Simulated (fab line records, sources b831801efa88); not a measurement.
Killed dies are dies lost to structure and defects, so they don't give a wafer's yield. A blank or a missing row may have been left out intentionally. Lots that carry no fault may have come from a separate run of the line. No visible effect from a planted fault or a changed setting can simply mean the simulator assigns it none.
Matching of chambers + flow gf180mcu + GF_MIM_CVD_05 on pecvd-04 has 3 sister chambers
The step deposits Si3N4, target thk 42 nm, time 29.086 s. 3 wafers are shown with their chamber, then 7 later ones without.

WAFERS PAIRED WITH THEIR CHAMBERS
| wafer  | chamber | runLengthS (s) |
|--------|---------|----------------|
| L718.2 | 0       | 57.0           |
| L728.1 | 2       | 56.5           |
| L728.5 | 1       | 57.5           |

WAFERS WHOSE CHAMBER IS MISSING
| wafer  | runLengthS (s) |
|--------|----------------|
| L728.6 | 57.7           |
| L729.1 | 56.9           |
| L729.3 | 56.9           |
| L729.6 | 57.0           |
| L731.1 | 57.8           |
| L731.2 | 56.7           |
| L731.6 | 57.5           |

CHAMBER TAKEN BY EACH
| wafer  | from the rows above     | in truth                   |
|--------|-------------------------|----------------------------|
| L728.6 | 1                       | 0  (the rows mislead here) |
| L729.1 | can't be placed: 0 or 2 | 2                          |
| L729.3 | can't be placed: 0 or 2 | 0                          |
| L729.6 | 0                       | 0                          |
| L731.1 | 1                       | 1                          |
| L731.2 | can't be placed: 2 or 0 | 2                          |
| L731.6 | 1                       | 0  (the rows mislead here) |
Placed correctly: 2 of 7. Cannot be placed on the basis of these rows: 3; the candidates contain the true chamber in 3. 2 placed wrongly.
How it was worked out, from the rows above alone: a wafer's distance from a chamber is the root of the sum, over the readings, of the square of ((its reading less the chamber's mean) divided by the reading's scatter). The wafer belongs to the nearest chamber; if the next one is less than 2 further off, it can't be placed. The mean given for a chamber averages the wafers shown for that chamber. The scatter: with one shown wafer a chamber, the root of the mean of the squares of how far each hidden wafer lies from its nearest shown one.
